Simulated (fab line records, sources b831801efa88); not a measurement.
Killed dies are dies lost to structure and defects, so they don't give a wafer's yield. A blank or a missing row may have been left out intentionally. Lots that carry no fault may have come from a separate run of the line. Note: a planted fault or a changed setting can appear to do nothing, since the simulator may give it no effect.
What tool caused it?	flow gf180mcu	12 lots, 36 wafers sampled, at 5 steps of a route of 602

== WHAT THE GAUGES SHOWED, per wafer ==
GF_HV_LDD_CD_MEAS_46 targets a cd of 400 nm.
lot	measured	on	cd nm (nm)
L308	day 12 16:31	cd sem-02	405.7 403.1 404.1
L309	day 12 22:39	cd sem-02	401.1 400.9 401.3
L310	day 12 22:57	cd sem-01	403.4 402.0 402.1
L311	day 13 07:50	cd sem-02	399.3 399.7 399.0
L313	day 14 14:14	cd sem-02	399.5 398.2 398.2
L318	day 15 23:28	cd sem-01	398.4 397.1
L321	day 16 07:38	cd sem-01	403.4 404.4 402.9
L324	day 17 19:07	cd sem-01	398.9 399.4 397.9
L325	day 18 14:11	cd sem-01	398.7 398.7 399.9
L327	day 18 14:32	cd sem-02	399.4 399.8 399.0
L329	day 19 21:09	cd sem-01	399.6 399.4 398.3
L331	day 20 08:57	cd sem-01	400.4 399.1 400.7

GF_NSD_OVL_MEAS_08.
lot	measured	on	NSD_OVL (nm)
L308	day 13 15:04	overlay-02	0.2 0.3 0.8
L309	day 13 21:27	overlay-02	-4.4 -1.0 -3.7
L310	day 13 21:45	overlay-02	-0.9 -3.0 -0.4
L311	day 14 06:04	overlay-01	1.1 2.2 3.4
L313	day 15 14:38	overlay-02	-0.4 -1.5 -0.4
L318	day 17 01:26	overlay-01	-1.1 -2.4
L321	day 17 09:15	overlay-01	-2.1 0.3 -0.3
L324	day 18 22:21	overlay-01	-0.3 -0.3 0.2
L325	day 19 17:37	overlay-02	-1.7 0.1 0.4
L327	day 19 19:49	overlay-01	-1.2 1.6 0.7
L329	day 21 02:24	overlay-01	-0.8 -0.2 0.3
L331	day 21 13:16	overlay-02	0.7 0.4 -2.4

== WHICH TOOL RAN EACH LOT (tool, then ch and the chambers of the sampled wafers, then the start) ==
lot	GF_STI_ETCH_13	GF_STI_STRIP_15	GF_POLY_GATE_ETCH_12
L308	rie diel-02 ch 0,1,2, day 2 02:09	plasma asher-03 ch 0,1, day 2 02:20	rie diel-01 ch 0,3, day 9 12:32
L309	rie diel-04 ch 0,3, day 2 06:17	plasma asher-04 ch 0,1, day 2 06:26	rie diel-02 ch 0,1, day 9 20:02
L310	rie diel-01 ch 0,1,3, day 2 11:44	plasma asher-01 ch 0,1, day 2 11:53	rie diel-03 ch 0,2,3, day 9 20:16
L311	rie diel-04 ch 0,1,2, day 2 19:38	plasma asher-01 ch 1, day 2 19:47	rie diel-03 ch 1,3, day 10 02:11
L313	rie diel-02 ch 0,2,3, day 3 06:01	plasma asher-03 ch 0,1, day 3 06:10	rie diel-03 ch 0,1,3, day 11 07:50
L318	rie diel-04 ch 0,2,3, day 4 10:51	plasma asher-01 ch 0,1, day 4 11:01	rie diel-02 ch 1,3, day 12 07:05
L321	rie diel-01 ch 1,3, day 4 19:42	plasma asher-04 ch 0,1, day 4 19:52	rie diel-01 ch 0,1,3, day 12 19:11
L324	rie diel-02 ch 1,2,3, day 5 12:04	plasma asher-01 ch 0,1, day 5 12:13	rie diel-01 ch 0,2,3, day 13 22:52
L325	rie diel-01 ch 0,1, day 5 17:10	plasma asher-01 ch 0,1, day 5 17:21	rie diel-02 ch 0,2, day 14 17:35
L327	rie diel-02 ch 0,2, day 6 04:04	plasma asher-03 ch 0,1, day 6 04:13	rie diel-01 ch 0,1,3, day 14 17:56
L329	rie diel-02 ch 0,2,3, day 6 15:09	plasma asher-01 ch 0,1, day 6 15:19	rie diel-02 ch 1,2,3, day 15 21:32
L331	rie diel-02 ch 0,2,3, day 6 23:44	plasma asher-03 ch 0,1, day 6 23:53	rie diel-02 ch 0,1,3, day 16 08:08
- GF_STI_ETCH_13: etches the open film in CHF3/O2, stops on Si, target depth 282.31 nm, time 112.9 s.
- GF_STI_STRIP_15: strips in O2/N2.
- GF_POLY_GATE_ETCH_12: etches BARC in N2/H2.

== AS READ BY THE TOOLS THEMSELVES (means over the sampled wafers that have a number; for cases with no such wafer, the mark the record gives instead) ==
GF_STI_ETCH_13.
lot	tool	drypump motor current A (A)	oes product au (a.u.)	rf fwd power W (W)	throttle valve pct (%)
L308	rie diel-02	5.4	0.831	596.9	8.798
L309	rie diel-04	5.7	0.824	596.8	8.808
L310	rie diel-01	5.9	0.826	594.6	8.820
L311	rie diel-04	5.9	0.830	597.2	8.803
L313	rie diel-02	5.6	0.831	596.1	8.802
L318	rie diel-04	5.9	0.826	516.7	8.823
L321	rie diel-01	6.4	0.837	594.5	8.807
L324	rie diel-02	5.5	0.833	597.2	8.814
L325	rie diel-01	6.0	0.829	595.5	8.811
L327	rie diel-02	5.6	0.833	595.7	8.815
L329	rie diel-02	5.6	0.834	598.2	8.803
L331	rie diel-02	5.7	0.834	596.2	8.809

GF_STI_STRIP_15.
lot	tool	drypump motor current A (A)	heater power w (W)	oes product au (a.u.)	strip time to endpoint s (s)
L308	plasma asher-03	5.8	341	0.388	3.75
L309	plasma asher-04	5.6	317	0.383	3.70
L310	plasma asher-01	5.8	344	0.387	3.69
L311	plasma asher-01	5.6	358	0.390	3.84
L313	plasma asher-03	5.5	337	0.383	3.69
L318	plasma asher-01	5.8	350	0.394	3.86
L321	plasma asher-04	5.6	317	0.381	3.76
L324	plasma asher-01	5.9	341	0.386	3.75
L325	plasma asher-01	5.9	343	0.384	3.74
L327	plasma asher-03	5.8	359	0.381	3.75
L329	plasma asher-01	5.9	333	0.384	3.76
L331	plasma asher-03	5.6	348	0.384	3.77

GF_POLY_GATE_ETCH_12.
lot	tool	drypump motor current A (A)	oes product au (a.u.)	rf fwd power W (W)	throttle valve pct (%)
L308	rie diel-01	5.9	0.735	495.0	13.216
L309	rie diel-02	5.2	0.729	493.8	13.208
L310	rie diel-03	6.1	0.737	494.7	13.217
L311	rie diel-03	5.9	0.738	495.2	13.210
L313	rie diel-03	6.0	0.728	495.1	13.222
L318	rie diel-02	5.4	0.733	496.0	13.207
L321	rie diel-01	6.0	0.734	494.2	13.213
L324	rie diel-01	5.7	0.738	493.7	13.197
L325	rie diel-02	5.6	0.736	497.6	13.211
L327	rie diel-01	6.0	0.738	494.5	13.212
L329	rie diel-02	5.5	0.736	496.4	13.211
L331	rie diel-02	5.4	0.740	495.0	13.220

== THE ANSWER, worked out from the rows above alone ==
Rule: the usual values come from the lots themselves. The widest of any qualifying gaps counts: lots, ordered by their means at a reading, are off when they make up no more than a third of the lots, leave a main group of 4 or more, and stand apart from it by 3 or more times the standard deviation of that group's means. A main group whose means are all the same, to the digits that the tables above print for the reading, isn't used. A lot without any number at a reading at which 4 lots or more have one is off too. The other lots that the step has rows for count as sound. First the gauges in route order, then the tools' own readings, where a lot's mean is used as printed above. The first step at which some lot is off is used, and at that step the reading that is off furthest; a lot without a number counts as furthest.
Off at GF_STI_ETCH_13 (rf fwd power W): L318. For the main group the mean is 596.3 W and the standard deviation 1.1.
If a tool, at that step or one of the process steps before it, ran each lot that is off and ran no sound lot following the first of them, it fits. One candidate fits, namely rie diel-04 at GF_STI_ETCH_13. Its last sound lot is L311 (day 2 19:38), its first lot that is off L318 (day 4 10:51): a fault that began between those two fits.
The tool's own readings at GF_STI_ETCH_13 bear it out: on the lots that are off they differ by more than 5 times the standard deviation of the sound lots' means. rf fwd power W reads 516.7 W there against 596.3 W on the sound lots.

== WHAT THE SIMULATOR HAD INSERTED ==
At GF_STI_ETCH_13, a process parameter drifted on rie diel-04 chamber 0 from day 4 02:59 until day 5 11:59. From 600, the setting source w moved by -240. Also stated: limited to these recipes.
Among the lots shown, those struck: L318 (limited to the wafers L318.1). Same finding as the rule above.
